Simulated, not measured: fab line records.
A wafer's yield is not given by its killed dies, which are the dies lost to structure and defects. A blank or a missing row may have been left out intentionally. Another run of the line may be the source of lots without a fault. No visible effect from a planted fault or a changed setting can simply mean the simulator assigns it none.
Struck lot and sound lot, side by side :: flow sfqLine :: 43 out of 325 route steps
Sound: these wafers, L267.1, L267.3, L267.6. Wafers struck: L268.1, L268.3, L268.4. Last of all comes the cause.
Per side, at each step with rows, come the tool, then ch with its chambers, and then its first start. Under that, the readings that differ: sound wafers :: struck wafers :: difference of the means :: sigmas: that difference in standard deviations of wafers without a fault.
alike: words and numbers the same on both sides, and readings whose means are apart by under 2 such deviations; not compared: readings that were withheld, readings missing a value for some wafer, numbers with overlapping values and no deviation given by the record, and bounds like >300 which may hide the same value.
Wherever a step has rows on one side only, a row that says differs or no value, or a row with sigmas, the two part there. Non-overlapping numbers with no deviation appear without sigmas and do not part them. Lack of a reading on every wafer of one side parts them only where that side has two or more wafers.

first, 3 steps without rows for these wafers: SFQ_TRILAYER_M5_LITHO_EXPOSE_124 (exposes mask M5, target cd 700 nm); SFQ_TRILAYER_M5_LITHO_PEB_126 (peb time 60 s); SFQ_TRILAYER_M5_LITHO_DEVELOP_125 (time 60 s).
SFQ_M5_OVL_MEAS_932:
  sound: overlay-01 at day 62 04:10; struck: overlay-01 at day 62 08:58
  alike: M5_OVL
SFQ_TRILAYER_M5_BARC_OPEN_METAL_ETCH_161: etches BARC in O2, target depth 125 nm, time 41.7 s.
  sound on rieMetal-01 ch 0,1, day 62 04:12; struck on rieMetal-03 ch 0,1, day 62 09:00
  alike: drypumpMotorCurrentA, oesProductAu
  not compared: rfHoursCounterH
then, 7 steps without rows for these wafers: SFQ_TRILAYER_M5_ETCH_METAL_ETCH_126 (etches Nb in Cl2/BCl3, stops on SiO2, time 203.2 s, target depth 265 nm); SFQ_TRILAYER_M5_STRIP_STRIP_127 (strips in O2); SFQ_TRILAYER_M5_STRIP_SOLV_CLEAN_128 (cleans in NMP, time 600 s); SFQ_TRILAYER_A5B_DEP_PECVD_129 (deposits SiO2 from SiH4/N2O, time 133.33 s, target thk 600 nm); SFQ_TRILAYER_A5B_CMP_CMP_130 (polishes, stops on Nb, target thk 340.7 nm); SFQ_TRILAYER_A5B_METRO_MEASURE_131; SFQ_TRILAYER_R5_DEP_SPUTTER_132 (material Ti, target thk 5 nm, time 5 s).
SFQ_TRILAYER_R5_DEP_SPUTTER_133: material MoNx, target thk 40 nm, time 66.7 s.
  sound: pvdSputter-03 at day 62 12:43; struck: pvdSputter-05 at day 62 15:43
reading: model.MoNx_of_TRILAYER_R5_DEP_SPUTTER_133.thkNm (nm)
sound: 40.25 40.04 39.68
struck: 29.98 30.07 29.87
difference: -10.02
sigmas: 
  alike: throttleValvePct
then, 1 step without rows for these wafers: SFQ_TRILAYER_R5_DEP_SPUTTER_134 (material Ti, target thk 5 nm, time 5 s).
SFQ_R5_RS_MEAS_933: a four-point-probe measurement.
  sound: filmMetro-04 at day 62 12:47; struck: filmMetro-03 at day 62 15:47
reading: R5_MONX_RS (ohm/sq)
sound: 6.98 7.02 7.09
struck: 9.31 9.28 9.30
difference: +2.27
sigmas: +28
SFQ_R5_THK_MEAS_934: measures by xrf.
  sound: filmMetro-04 at day 62 12:55; struck: filmMetro-03 at day 62 15:55
reading: R5_MONX_THK (nm)
sound: 38.9 38.5 38.4
struck: 29.4 29.5 29.1
difference: -9.3
sigmas: -17
then, 6 steps without rows for these wafers: SFQ_TRILAYER_R5_LITHO_COAT_141 (resist thk 62 nm); SFQ_TRILAYER_R5_LITHO_COAT_136 (resist thk 600 nm); SFQ_TRILAYER_R5_LITHO_SOFTBAKE_140; SFQ_TRILAYER_R5_LITHO_EXPOSE_137 (exposes mask R5, target cd 500 nm); SFQ_TRILAYER_R5_LITHO_PEB_139 (peb time 60 s); SFQ_TRILAYER_R5_LITHO_DEVELOP_138 (time 60 s).
-- the record jumps here: 6 days lie between the struck wafers' starts before and after --
SFQ_R5_OVL_MEAS_935:
  sound: overlay-01 at day 68 06:09; struck: overlay-01 at day 68 07:21
  alike: R5_OVL
SFQ_TRILAYER_R5_BARC_OPEN_METAL_ETCH_177: etches BARC in O2, target depth 125 nm, time 41.7 s.
  sound on rieMetal-03 ch 0,1, day 68 06:11; struck on rieMetal-02 ch 0,1, day 68 07:23
  alike: drypumpMotorCurrentA, oesProductAu
  not compared: rfHoursCounterH
SFQ_TRILAYER_R5_ETCH_METAL_ETCH_139: etches the open film in Cl2, stops on SiO2, target depth 60 nm, time 40 s.
  sound on rieMetal-03 ch 0,1, day 68 06:15; struck on rieMetal-02 ch 0,1, day 68 07:27
  alike: drypumpMotorCurrentA, oesProductAu
  not compared: rfHoursCounterH
then, 2 steps without rows for these wafers: SFQ_TRILAYER_R5_STRIP_STRIP_140 (strips in O2); SFQ_TRILAYER_R5_STRIP_SOLV_CLEAN_141 (cleans in NMP, time 600 s).
SFQ_TRILAYER_A5C_DEP_PECVD_142: deposits SiO2 from SiH4/N2O, time 15.556 s, target thk 70 nm.
  sound on pecvd-03 ch 0,1,2, day 68 07:05; struck on pecvd-02 ch 0,1,2, day 68 08:17
  alike: heaterPowerW, throttleValvePct
then, 6 steps without rows for these wafers: SFQ_TRILAYER_I5_LITHO_COAT_149 (resist thk 62 nm); SFQ_TRILAYER_I5_LITHO_COAT_144 (resist thk 650 nm); SFQ_TRILAYER_I5_LITHO_SOFTBAKE_148; SFQ_TRILAYER_I5_LITHO_EXPOSE_145 (exposes mask I5, target cd 700 nm); SFQ_TRILAYER_I5_LITHO_PEB_147 (peb time 60 s); SFQ_TRILAYER_I5_LITHO_DEVELOP_146 (time 60 s).
SFQ_I5_OVL_MEAS_936:
  sound: overlay-01 at day 69 16:58; struck: overlay-01 at day 69 18:10
  alike: I5_OVL
SFQ_TRILAYER_I5_BARC_OPEN_VIA_ETCH_200: etches BARC in O2, target depth 125 nm, time 41.7 s.
  sound on rieDiel-03 ch 2,3, day 69 17:00; struck on rieDiel-01 ch 0,1,2, day 69 18:12
  alike: drypumpMotorCurrentA, oesProductAu
  not compared: rfHoursCounterH
then, 6 steps without rows for these wafers: SFQ_TRILAYER_I5_ETCH_VIA_ETCH_147 (etches the open film in CHF3, stops on Nb, target depth 360 nm); SFQ_TRILAYER_I5_STRIP_STRIP_148 (strips in O2); SFQ_TRILAYER_I5_STRIP_SOLV_CLEAN_149 (cleans in NMP, time 600 s); SFQ_TRILAYER_C5_LITHO_COAT_156 (resist thk 62 nm); SFQ_TRILAYER_C5_LITHO_COAT_151 (resist thk 650 nm); SFQ_TRILAYER_C5_LITHO_SOFTBAKE_155.
-- the record jumps here: 11 days lie between the struck wafers' starts before and after --
SFQ_M8_BOW_MEAS_951:
  sound: filmMetro-02 at day 80 19:07; struck: filmMetro-01 at day 81 01:13
reading: model.etest.r5.ohmUm
sound: 14.01 14.09 14.18
struck: 18.78 18.73 18.9
difference: +4.71
sigmas: 

reading: model.etest.c5.linkOhm
sound: 7.957 7.996 8.073
struck: 10.38 10.34 10.41
difference: +2.37
sigmas: 

reading: model.etest.r5.ohmSq
sound: 7.013 7.05 7.113
struck: 9.416 9.388 9.45
difference: +2.359
sigmas: 
  alike: M8_BOW

WHERE THEY PART
First at SFQ_R5_RS_MEAS_933; last, within this record, at SFQ_R5_THK_MEAS_934. Later steps at which nothing parts them and some readings are alike: SFQ_R5_OVL_MEAS_935, SFQ_TRILAYER_R5_BARC_OPEN_METAL_ETCH_177, SFQ_TRILAYER_R5_ETCH_METAL_ETCH_139, SFQ_TRILAYER_A5C_DEP_PECVD_142, SFQ_I5_OVL_MEAS_936, SFQ_TRILAYER_I5_BARC_OPEN_VIA_ETCH_200, SFQ_M8_BOW_MEAS_951.

WHY: whatever the simulator had introduced
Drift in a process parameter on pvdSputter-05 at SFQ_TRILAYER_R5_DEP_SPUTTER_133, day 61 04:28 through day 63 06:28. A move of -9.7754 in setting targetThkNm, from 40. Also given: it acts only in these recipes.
